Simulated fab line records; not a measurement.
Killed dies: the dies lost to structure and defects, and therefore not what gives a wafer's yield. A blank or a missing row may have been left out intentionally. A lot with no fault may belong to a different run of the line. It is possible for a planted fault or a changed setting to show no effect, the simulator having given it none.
Which of the tools did it? || flow sky130 || 6 lots with 18 wafers sampled at 2 steps, on a route of 708 steps

WHAT EACH GAUGE READ, for each wafer
SKY_VIA4_THK_MEAS_01.
{"lot": "L934", "measured": "day 41 22:25", "on": "film-metro-01", "VIA4_HDPCVD_THK (nm)": "1725 1712 1704"}
{"lot": "L937", "measured": "day 42 22:32", "on": "film-metro-02", "VIA4_HDPCVD_THK (nm)": "1750 1746 1752"}
{"lot": "L939", "measured": "day 43 19:02", "on": "film-metro-01", "VIA4_HDPCVD_THK (nm)": "1764 1754 1749"}
{"lot": "L945", "measured": "day 45 08:27", "on": "film-metro-04", "VIA4_HDPCVD_THK (nm)": "1730 1219 1747"}
{"lot": "L950", "measured": "day 46 13:19", "on": "film-metro-01", "VIA4_HDPCVD_THK (nm)": "1749 1746 1760"}
{"lot": "L952", "measured": "day 47 01:23", "on": "film-metro-02", "VIA4_HDPCVD_THK (nm)": "1774 1760 1755"}

WHAT TOOL EACH LOT RAN ON (gives the tool, then ch and the chambers of the sampled wafers, and finally the start)
{"lot": "L934", "SKY_VIA4_HDPCVD_00": "hdpcvd-01 ch 0,1, day 41 22:14"}
{"lot": "L937", "SKY_VIA4_HDPCVD_00": "hdpcvd-02 ch 0,1,2, day 42 22:21"}
{"lot": "L939", "SKY_VIA4_HDPCVD_00": "hdpcvd-02 ch 0,1, day 43 18:51"}
{"lot": "L945", "SKY_VIA4_HDPCVD_00": "hdpcvd-02 ch 0,2, day 45 08:16"}
{"lot": "L950", "SKY_VIA4_HDPCVD_00": "hdpcvd-01 ch 0,2, day 46 13:08"}
{"lot": "L952", "SKY_VIA4_HDPCVD_00": "hdpcvd-01 ch 0,1,2, day 47 01:11"}
- SKY_VIA4_HDPCVD_00: deposits SiO2, target thk 1750 nm, time 291.7 s.

THE ANSWER, worked out from the rows above alone
Rule: what is usual is taken from the lots themselves. Put in order of their means at a reading, lots are off if they are a third of the lots or fewer, leave a main group of 4 or more, and stand apart from it by a gap of 3 or more times the standard deviation of the main group's means; of several such gaps the widest counts. The tables above print the reading to a certain number of digits; a main group whose means all agree to those digits is not used. Also off: a lot with no number at a reading for which 4 or more lots have one. Any other lot the step has rows for is counted as sound.
Off: L945, at SKY_VIA4_THK_MEAS_01 (VIA4_HDPCVD_THK). For the main group the mean is 1747 nm and the standard deviation 17.
If a tool, at a process step before that reading, ran all the lots that are off and no sound lot after the first of them, it fits. Gauges at SKY_VIA4_THK_MEAS_01: tried the same way as those tools. This does not decide it: 2 tools fit, namely hdpcvd-02 at SKY_VIA4_HDPCVD_00 and film-metro-04 at SKY_VIA4_THK_MEAS_01.

WHAT THE SIMULATOR HAD INSERTED
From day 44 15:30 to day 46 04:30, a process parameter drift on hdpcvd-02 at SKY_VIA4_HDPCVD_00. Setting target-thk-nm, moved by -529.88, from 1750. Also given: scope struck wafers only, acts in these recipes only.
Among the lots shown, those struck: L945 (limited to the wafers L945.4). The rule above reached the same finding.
